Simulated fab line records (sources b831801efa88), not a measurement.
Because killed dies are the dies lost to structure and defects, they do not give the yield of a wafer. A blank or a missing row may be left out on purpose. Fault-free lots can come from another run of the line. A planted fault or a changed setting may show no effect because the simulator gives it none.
Struck lot and sound lot, side by side + flow gf180mcu + 32 steps out of a route of 602
Sound: these wafers, L291.1, L291.2, L291.5. Wafers struck: L296.4, L296.5, L296.6. At the end, the cause is stated.
Per side, at each step with rows, come the tool, then ch with its chambers, and then its first start. Under that, the readings that differ: sound wafers + struck wafers + difference of the means + sigmas: that difference in standard deviations of wafers without a fault.
alike: readings whose means differ by less than 2 such deviations, and words and numbers that are the same on both sides. not compared: withheld readings, readings that some wafer has no value for, bounds like >300 that may hide the same value, and numbers for which the record gives no deviation and whose values overlap.
A row with sigmas, a row that says differs or no value, or rows on one side alone: a step with any of these is where the two part. Numbers that have no deviation but don't overlap get no sigmas and don't part them. A reading that every wafer of one side lacks parts them only if that side has two wafers or more.

GF_HV_LDD_THK_MEAS_57:
  sound on filmMetro-03, day 15 19:48; struck on filmMetro-03, day 17 16:53
  alike: HV_LDD_CVD_56_THK
GF_HV_LDD_ETCHBACK_58: etches Si3N4 in CH3F/O2, stops on SiO2, time 100 s, target depth 90 nm.
  sound on rieDiel-03 ch 0,3, day 15 19:52; struck on rieDiel-02 ch 2,3, day 17 16:55
  alike: biasW, drypumpMotorCurrentA, oesProductAu, rfFwdPowerW, throttleValvePct
  not compared: rfHoursCounterH
then, 7 steps without rows for these wafers: GF_NSD_DEHYDRATE_00 (time 60 s); GF_NSD_HMDS_01 (prime time 60 s); GF_NSD_COAT_02 (resist thk 1000 nm); GF_NSD_SOFTBAKE_03 (time 60 s); GF_NSD_EXPOSE_04 (exposes mask Nplus, target cd 400 nm); GF_NSD_PEB_05; GF_NSD_DEVELOP_06 (develop time 60 s).
GF_NSD_CD_MEAS_07: the cd target is 400 nm.
  sound on cdSem-02, day 16 17:18; struck on cdSem-01, day 18 15:53
  alike: cdNm
GF_NSD_OVL_MEAS_08:
  sound on overlay-02, day 16 17:25; struck on overlay-02, day 18 15:58
  alike: NSD_OVL
following that, these wafers have no rows for 1 step: GF_NSD_IMPLANT_09.
GF_NSD_IMPLANT_10:
  sound on implanter-02 ch 0, day 16 17:37; struck on implanter-03 ch 0, day 18 16:13
| reading           | sound             | struck            | difference | sigmas      |
|-------------------|-------------------|-------------------|------------|-------------|
| tiltDeg (degrees) | 7.036 7.019 7.020 | 9.448 9.452 9.421 | +2.415     | +99 or more |
GF_NSD_STRIP_11: strips in O2/N2.
  sound on plasmaAsher-01 ch 0,1, day 16 17:46; struck on plasmaAsher-03 ch 0,1, day 18 16:19
  alike: drypumpMotorCurrentA, heaterPowerW, oesProductAu, stripTimeToEndpointS
  not compared: rfHoursCounterH
GF_NSD_TW_MEAS_12:
  sound on filmMetro-01, day 16 17:52; struck on filmMetro-01, day 18 16:25
  alike: NSD_TW
then, 7 steps without rows for these wafers: GF_PSD_DEHYDRATE_00 (time 60 s); GF_PSD_HMDS_01 (prime time 60 s); GF_PSD_COAT_02 (resist thk 1000 nm); GF_PSD_SOFTBAKE_03 (time 60 s); GF_PSD_EXPOSE_04 (exposes mask Pplus, target cd 400 nm); GF_PSD_PEB_05; GF_PSD_DEVELOP_06 (develop time 60 s).
GF_PSD_CD_MEAS_07: the cd target is 400 nm.
  sound on cdSem-02, day 17 16:11; struck on cdSem-02, day 19 16:22
  alike: cdNm
GF_PSD_OVL_MEAS_08:
  sound on overlay-02, day 17 16:18; struck on overlay-01, day 19 16:26
  alike: PSD_OVL
following that, these wafers have no rows for 1 step: GF_PSD_IMPLANT_09.
GF_PSD_STRIP_10: strips in O2/N2.
  sound on plasmaAsher-04 ch 0,1, day 17 16:38; struck on plasmaAsher-03 ch 0,1, day 19 16:38
  alike: drypumpMotorCurrentA, heaterPowerW, oesProductAu, stripTimeToEndpointS
  not compared: rfHoursCounterH
GF_PSD_TW_MEAS_11:
  sound on filmMetro-01, day 17 16:44; struck on filmMetro-02, day 19 16:44
| reading | sound          | struck         | difference | sigmas |
|---------|----------------|----------------|------------|--------|
| PSD_TW  | 3162 3143 3144 | 3223 3221 3220 | +72        | +3     |
then, 1 step without rows for these wafers: GF_PSD_CLEAN_12 (cleans in SC1/SC2, time 150 s).
GF_PSD_RTA_13: time 20 s.
  sound on rtpAnneal-01 ch 0, day 17 16:51; struck on rtpAnneal-01 ch 0, day 19 16:53
  alike: lampPowerPct, wafer_temp_C_max
GF_PSD_RS_MEAS_14: uses a four-point probe to measure.
  sound on filmMetro-02, day 17 16:56; struck on filmMetro-01, day 19 17:02
  alike: NSD_RS
GF_PSD_RS_MEAS_15: uses a four-point probe to measure.
  sound on filmMetro-02, day 17 17:04; struck on filmMetro-01, day 19 17:10
  alike: PSD_RS
following that, these wafers have no rows for 1 step: GF_PASSIVATION_PROBE_99.

## WHERE THEY PART
First at GF_NSD_IMPLANT_10; last, within this record, at GF_PSD_TW_MEAS_11. Later steps at which nothing parts them and some readings are alike: GF_PSD_RTA_13, GF_PSD_RS_MEAS_14, GF_PSD_RS_MEAS_15.

WHY: what had been put in by the simulator
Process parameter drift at GF_NSD_IMPLANT_10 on implanter-03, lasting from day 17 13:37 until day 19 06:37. From 7, the setting tiltDeg moved by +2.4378. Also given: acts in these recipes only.
